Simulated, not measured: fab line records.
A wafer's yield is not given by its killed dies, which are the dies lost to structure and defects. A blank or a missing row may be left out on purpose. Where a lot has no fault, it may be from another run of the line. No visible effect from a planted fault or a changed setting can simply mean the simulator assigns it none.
fab line records    flow sky130    part 2 of 2: steps 28 to 34 of 34
record: lots: 5  wafers: 15  lastDay: 50
route steps=708 shown CONTACT@421 METAL1@434
lots untouched by any fault: they come from a run of this same line in which no faults occurred
startH: hours from the record's opening day to when the first of the lot's shown wafers began    waitH: hours since the lot's step before    " unchanged from the row above    L1.1+2: a single row standing in for several wafers    - no value, or no start given    * or withheld: withheld    < > ~ a bound
route shown NAME@n: a module of which the file shows steps, and the number in the route of the first    usual: mean/standard deviation taken from wafers without a fault    same: alike in all rows    chamber/n: place in a boat    sites: readings site by site    _std_site: how widely they spread, as a standard deviation    _edge_site: outer sites' mean less inner sites'    radiusMm: how far each site lies from the wafer's centre    mask NAME#n: copy n    behind: the tool/chamber that last shaped the wafer    hold: reason for holding the lot/hours on hold/outcome of the hold    device: names the non-switching transistor (n, p or np)    end of line: the route-end tests of the same wafers    a step given without rows: its recipe and nothing more    killed: at the first sort, the dies lost to defects and structure; wafer yield is something else    map: a wafer's dies, x killed, . not, _ none there
set.NAME: setting as actually run; set.NAME@STEP: the setting as run at that earlier step    model.NAME: the simulator's own value behind a step, which no gauge read
lots at some steps of the route; a table a step, a row a wafer
services: from which hour (startH, from the record's first day; less than 0 if before it) a tool's chamber was out of use, for how many hours, and why
== steps ==
step: SKY_METAL1_DEVELOP_14
recipe: developTimeS: 60  resist: KrF-thick  devTempC: 21
lot.wafer   tool           chamber  startH  waitH
L075.2+4+6  lithoTrack-04  0        -       -
L076.1+2+5  lithoTrack-02  0        -       -
L081.1+3+4  lithoTrack-02  0        -       -
L090.1+2+4  lithoTrack-04  0        -       -
L095.3+4+6  lithoTrack-03  0        -       -
step: SKY_METAL1_CD_MEAS_15
recipe: targetCdNm: 140
usual: cdNm: 139.8/1.4
lot.wafer  tool      chamber  startH  waitH  cdNm
L075.2     cdSem-02  -        778.76  -      138.6
L075.4     "         -        "       "      138.4
L075.6     "         -        "       "      137.9
L076.1     cdSem-01  -        785.57  -      143.3
L076.2     "         -        "       "      140.7
L076.5     "         -        "       "      142.5
L081.1     cdSem-01  -        825.37  -      139.7
L081.3     "         -        "       "      139.3
L081.4     "         -        "       "      138.3
L090.1     cdSem-01  -        889.39  -      139.7
L090.2     "         -        "       "      139.7
L090.4     "         -        "       "      139.0
L095.3     cdSem-02  -        917.66  -      139.3
L095.4     "         -        "       "      138.8
L095.6     "         -        "       "      139.6
step: SKY_METAL1_OVL_MEAS_16
usual: METAL1_OVL: -1/5
lot.wafer  tool        chamber  startH  waitH  METAL1_OVL[nm]
L075.2     overlay-02  -        778.86  0.1    3
L075.4     "           -        "       "      1
L075.6     "           -        "       "      9
L076.1     overlay-01  -        785.69  0.1    -2
L076.2     "           -        "       "      -5
L076.5     "           -        "       "      -2
L081.1     overlay-01  -        825.49  0.1    2
L081.3     "           -        "       "      -4
L081.4     "           -        "       "      -5
L090.1     overlay-02  -        889.51  0.1    -1
L090.2     "           -        "       "      4
L090.4     "           -        "       "      -2
L095.3     overlay-01  -        917.76  0.1    -4
L095.4     "           -        "       "      3
L095.6     "           -        "       "      4
step: SKY_METAL1_DESCUM_17
recipe: chemistry: O2  sourcePowerW: 150  biasPowerW: 0  pressureMtorr: 10  tempC: 40  timeS: 8
usual: drypumpMotorCurrentA: 5.6/0.58  heBacksideLeakSccm: 3.33/0.24  oesProductAu: 1.003/0.013
lot.wafer  tool         chamber  startH  waitH  drypumpMotorCurrentA  heBacksideLeakSccm  oesProductAu  rfHoursCounterH
L075.2     rieMetal-03  1        778.89  0.0    5.9                   3.50                0.990         12
L075.4     "            1        "       "      6.0                   3.54                0.986         -
L075.6     "            1        "       "      6.0                   3.76                0.981         -
L076.1     rieMetal-03  0        785.73  0.0    5.2                   3.57                1.010         15
L076.2     "            1        "       "      5.9                   3.29                0.996         12
L076.5     "            1        "       "      5.9                   3.12                0.982         -
L081.1     rieMetal-03  1        825.53  0.0    6.0                   4.00                0.987         14
L081.3     "            1        "       "      5.9                   3.80                0.988         -
L081.4     "            0        "       "      5.2                   3.48                1.021         -
L090.1     rieMetal-02  0        889.54  0.0    5.9                   3.42                0.989         5
L090.2     "            1        "       "      4.7                   3.48                1.024         6
L090.4     "            1        "       "      4.7                   3.58                1.019         -
L095.3     rieMetal-04  0        917.79  0.0    6.5                   3.05                1.019         -
L095.4     "            1        "       "      5.3                   3.18                1.004         -
L095.6     "            0        "       "      6.4                   3.08                1.018         -
step: SKY_METAL1_ETCH_18
recipe: chemistry: N2/H2  target: BARC  ionEnergyEv: 200  biasW: 100  pressureMtorr: 30  n2FlowSccm: 100  h2FlowSccm: 200  icpW: 500  stopOn: SiO2  timeS: 45.9  targetDepthA: 600
usual: drypumpMotorCurrentA: 5.6/0.58  heBacksideLeakSccm: 3.30/0.22  oesProductAu: 0.854/0.0044  throttleValvePct: 13.225/0.0091
lot.wafer  tool         chamber  startH  waitH  drypumpMotorCurrentA  heBacksideLeakSccm  oesProductAu  rfHoursCounterH  throttleValvePct
L075.2     rieMetal-03  1        778.93  0.0    6.0                   3.32                0.853         12               13.218
L075.4     "            1        "       "      5.9                   3.61                0.855         -                13.217
L075.6     "            1        "       "      5.9                   3.69                0.855         -                13.212
L076.1     rieMetal-03  0        785.76  0.0    5.2                   3.56                0.853         15               13.224
L076.2     "            1        "       "      6.0                   3.52                0.856         12               13.223
L076.5     "            1        "       "      5.9                   3.53                0.852         -                13.223
L081.1     rieMetal-03  1        825.56  0.0    5.9                   3.18                0.854         14               13.227
L081.3     "            1        "       "      5.9                   3.23                0.853         -                13.238
L081.4     "            0        "       "      5.2                   3.52                0.852         -                13.220
L090.1     rieMetal-02  0        889.58  0.0    5.9                   3.54                0.858         5                13.236
L090.2     "            1        "       "      4.7                   3.49                0.851         6                13.232
L090.4     "            1        "       "      4.7                   3.70                0.857         -                13.230
L095.3     rieMetal-04  0        917.83  0.0    6.5                   2.91                0.853         -                13.231
L095.4     "            1        "       "      5.3                   3.16                0.852         -                13.209
L095.6     "            0        "       "      6.5                   2.93                0.854         -                13.228
step: SKY_METAL1_METAL_ETCH_19
recipe: targetDepthA: 3600  stopOn: SiO2  overEtchFrac: 0.3  timeS: 78  chemistry: Cl2/BCl3  resistSidewallDeg: 88  pressureMtorr: 10  icpW: 900  biasW: 48.5  Cl2_flow_sccm: 60  bcl3FlowSccm: 30
usual: bcl3FlowSccm: 29.99/0.094  drypumpMotorCurrentA: 5.6/0.58  heBacksideLeakSccm: 3.30/0.25  mfcCl2Sccm: 59.98/0.17  oesProductAu: 0.853/0.0052  throttleValvePct: 22.265/0.0083
same: overEtchFrac: 0.3
lot.wafer  tool         chamber  startH  waitH  bcl3FlowSccm  drypumpMotorCurrentA  heBacksideLeakSccm  mfcCl2Sccm  oesProductAu  rfHoursCounterH  throttleValvePct
L075.2     rieMetal-03  1        778.99  0.0    30.13         5.9                   3.64                60.09       0.851         12               22.270
L075.4     "            1        "       "      30.02         5.9                   3.79                60.07       0.850         -                22.267
L075.6     "            1        "       "      29.95         5.9                   3.79                60.16       0.851         -                22.275
L076.1     rieMetal-03  0        785.82  0.0    29.99         5.2                   3.49                59.69       0.855         15               22.252
L076.2     "            1        "       "      30.12         5.9                   3.52                60.05       0.854         12               22.263
L076.5     "            1        "       "      30.14         5.9                   3.75                60.00       0.858         -                22.261
L081.1     rieMetal-03  1        825.62  0.0    29.92         6.0                   3.42                60.01       0.853         14               22.246
L081.3     "            1        "       "      29.84         5.9                   3.50                59.80       0.854         -                22.268
L081.4     "            0        "       "      29.98         5.2                   3.38                59.94       0.860         -                22.272
L090.1     rieMetal-02  0        889.64  0.0    29.95         5.9                   3.04                60.00       0.846         5                22.265
L090.2     "            1        "       "      29.92         4.7                   3.14                60.01       0.858         6                22.263
L090.4     "            1        "       "      30.00         4.7                   3.42                59.99       0.853         -                22.277
L095.3     rieMetal-04  0        917.90  0.1    30.01         6.5                   3.03                59.96       0.856         -                22.249
L095.4     "            1        "       "      29.96         5.3                   3.16                60.04       0.850         -                22.271
L095.6     "            0        "       "      30.05         6.5                   3.01                60.07       0.848         -                22.263
step: SKY_METAL1_STRIP_20
recipe: chemistry: O2/N2  powerW: 1400  pressureMtorr: 1500  platenTempC: withheld  o2FlowSccm: 3000  n2FlowSccm: 300  overashFraction: 0.5
usual: drypumpMotorCurrentA: 5.77/0.28  o2FlowSccm: 3000/9.3  oesProductAu: 0.342/0.0048  stripTimeToEndpointS: 2.68/0.061
lot.wafer  tool            chamber  startH  waitH  drypumpMotorCurrentA  o2FlowSccm  oesProductAu  rfHoursCounterH  stripTimeToEndpointS
L075.2     plasmaAsher-04  1        779.08  0.1    5.82                  3001        0.346         64               2.78
L075.4     "               1        "       "      5.84                  2976        0.339         -                2.78
L075.6     "               1        "       "      5.85                  2998        0.344         -                2.77
L076.1     plasmaAsher-02  0        785.91  0.1    5.75                  2997        0.343         4                2.62
L076.2     "               1        "       "      5.31                  2999        0.352         4                2.73
L076.5     "               1        "       "      5.29                  3001        0.343         -                2.77
L081.1     plasmaAsher-02  1        825.71  0.1    5.35                  3010        0.348         8                2.79
L081.3     "               1        "       "      5.35                  3006        0.344         -                2.77
L081.4     "               0        "       "      5.74                  2984        0.337         -                2.61
L090.1     plasmaAsher-02  0        889.73  0.1    5.75                  3005        0.340         14               2.69
L090.2     "               1        "       "      5.33                  3000        0.338         14               2.61
L090.4     "               1        "       "      5.33                  2995        0.342         -                2.64
L095.3     plasmaAsher-04  0        918.00  0.1    5.70                  2986        0.345         -                2.63
L095.4     "               1        "       "      5.84                  3010        0.343         -                2.76
L095.6     "               0        "       "      5.70                  3000        0.337         -                2.62
== services ==
tool            chamber  startH  hours  kind
pvdSputter-01   -        726.07  4.4    repair
pvdSputter-01   -        729.41  4.2    repair
plasmaAsher-02  -        733.75  9.0    pm
pvdSputter-02   -        738.38  4.9    repair
rieMetal-04     -        741.16  2.2    repair
rieMetal-04     1        742.22  22.6   repair
cmp-02          -        742.26  0.5    repair
cmp-02          -        744.00  4.0    pm
rieDiel-01      2        748.56  4.4    repair
rieMetal-02     -        749.18  0.3    repair
krfScanner-02   -        758.43  0.8    pm
pvdSputter-02   -        772.08  10.3   repair
rieDiel-02      2        780.93  19.0   repair
pvdSputter-01   -        789.20  3.5    repair
wetBench-04     -        796.02  6.9    repair
rieMetal-03     -        811.11  0.1    repair
krfScanner-02   -        819.65  1.0    pm
pvdSputter-01   -        833.08  3.0    repair
rieDiel-01      2        834.00  8.0    repair
krfScanner-02   -        881.86  1.3    pm
rieDiel-01      -        886.64  1.4    repair
rieMetal-03     -        893.04  2.8    pm
rieDiel-02      2        896.12  3.5    repair
wetBench-04     -        903.66  4.4    pm
